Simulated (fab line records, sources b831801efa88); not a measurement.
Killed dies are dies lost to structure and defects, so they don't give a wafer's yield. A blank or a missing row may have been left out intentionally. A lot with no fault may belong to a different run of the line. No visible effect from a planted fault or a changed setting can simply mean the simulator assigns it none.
Commonality check across tools | flow sky130 | Sampled: 12 lots, 36 wafers

REASON FOR OPENING
At SKY_VT_ADJUST_NCORE_TW_MEAS_11 the reading VT_ADJUST_NCORE_TW is flagged on 2 of 12 lots. Wafers without a fault read 220.1, standard deviation 1.4.
Rule: a lot is flagged when every wafer of it that has a number lies more than 4 standard deviations from that mean, or none has a number. The other lots count as sound.

lot  | measured     | on            | VT_ADJUST_NCORE_TW, wafer by wafer | flag
L774 | day 8 19:10  | film-metro-03 | 220.8 220.7 220.6                  |
L775 | day 9 01:16  | film-metro-03 | 220.1 219.9 219.0                  |
L779 | day 10 13:49 | film-metro-04 | 220.2 219.9 219.8                  |
L781 | day 10 18:53 | film-metro-03 | 220.6 220.0 220.7                  |
L783 | day 11 11:35 | film-metro-01 | 219.8 217.4 218.5                  |
L785 | day 11 20:59 | film-metro-04 | 236.9 237.7 237.2                  | FLAGGED
L787 | day 12 11:34 | film-metro-01 | 234.6 233.5 234.3                  | FLAGGED
L789 | day 13 03:58 | film-metro-03 | 219.4 220.9 219.5                  |
L791 | day 13 19:28 | film-metro-04 | 221.1 221.7 221.0                  |
L794 | day 14 10:05 | film-metro-04 | 222.0 221.9 221.9                  |
L796 | day 15 02:28 | film-metro-04 | 222.3 220.8 222.2                  |
L797 | day 15 11:01 | film-metro-01 | 216.2 217.7 217.8                  |
The mean of the flagged lots' numbers is 235.7, +15.6 from the usual (+11 standard deviations).

TOOL THAT RAN EACH LOT
The record holds 1 process step before the reading, out of a route of 708 steps. Each cell gives the tool, then ch followed by the chambers the sampled wafers passed through, then the start.
lot  | flag    | SKY_VT_ADJUST_NCORE_IMPLANT_09
L774 |         | implanter-01 ch 0, day 8 18:55
L775 |         | implanter-04 ch 0, day 9 01:01
L779 |         | implanter-04 ch 0, day 10 13:34
L781 |         | implanter-02 ch 0, day 10 18:40
L783 |         | implanter-04 ch 0, day 11 11:21
L785 | FLAGGED | implanter-01 ch 0, day 11 20:44
L787 | FLAGGED | implanter-01 ch 0, day 12 11:19
L789 |         | implanter-04 ch 0, day 13 03:43
L791 |         | implanter-04 ch 0, day 13 19:14
L794 |         | implanter-04 ch 0, day 14 09:50
L796 |         | implanter-04 ch 0, day 15 02:14
L797 |         | implanter-04 ch 0, day 15 10:48
What these steps do:
- SKY_VT_ADJUST_NCORE_IMPLANT_09
- SKY_VT_ADJUST_NCORE_TW_MEAS_11

FLAGGED OVER TOTAL, TOOL BY TOOL (the gauges that took the reading come last)
step                           | tool          | lots run | flagged | share of the flagged lots | sound lots run after its first flagged lot
SKY_VT_ADJUST_NCORE_IMPLANT_09 | implanter-01  | 3        | 2       | all                       | 0
SKY_VT_ADJUST_NCORE_IMPLANT_09 | implanter-02  | 1        | 0       | none                      | -
SKY_VT_ADJUST_NCORE_IMPLANT_09 | implanter-04  | 8        | 0       | none                      | -
SKY_VT_ADJUST_NCORE_TW_MEAS_11 | film-metro-01 | 3        | 1       | some                      | 1 (L797)
SKY_VT_ADJUST_NCORE_TW_MEAS_11 | film-metro-03 | 4        | 0       | none                      | -
SKY_VT_ADJUST_NCORE_TW_MEAS_11 | film-metro-04 | 5        | 1       | some                      | 3 (L791,L794,L796)

WHAT THE TABLE ALLOWS
In the table, 1 row covers all flagged lots: implanter-01 at SKY_VT_ADJUST_NCORE_IMPLANT_09.
- implanter-01 at SKY_VT_ADJUST_NCORE_IMPLANT_09 ran 3 lots, 2 of them flagged. A fault beginning between L774 (day 8 18:55), its last sound lot, and L785 (day 11 20:44), its first flagged one, fits the data. Its own readings (beam-energy-keV) fall more than 4 standard deviations out on all wafers of the flagged lots.
One tool is left: implanter-01 at SKY_VT_ADJUST_NCORE_IMPLANT_09.

WHAT THE SIMULATOR HAD INSERTED
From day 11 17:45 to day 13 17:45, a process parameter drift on implanter-01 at SKY_VT_ADJUST_NCORE_IMPLANT_09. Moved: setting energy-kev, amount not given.
Shown lots that were struck: L785, L787. This agrees with what the rule above found.
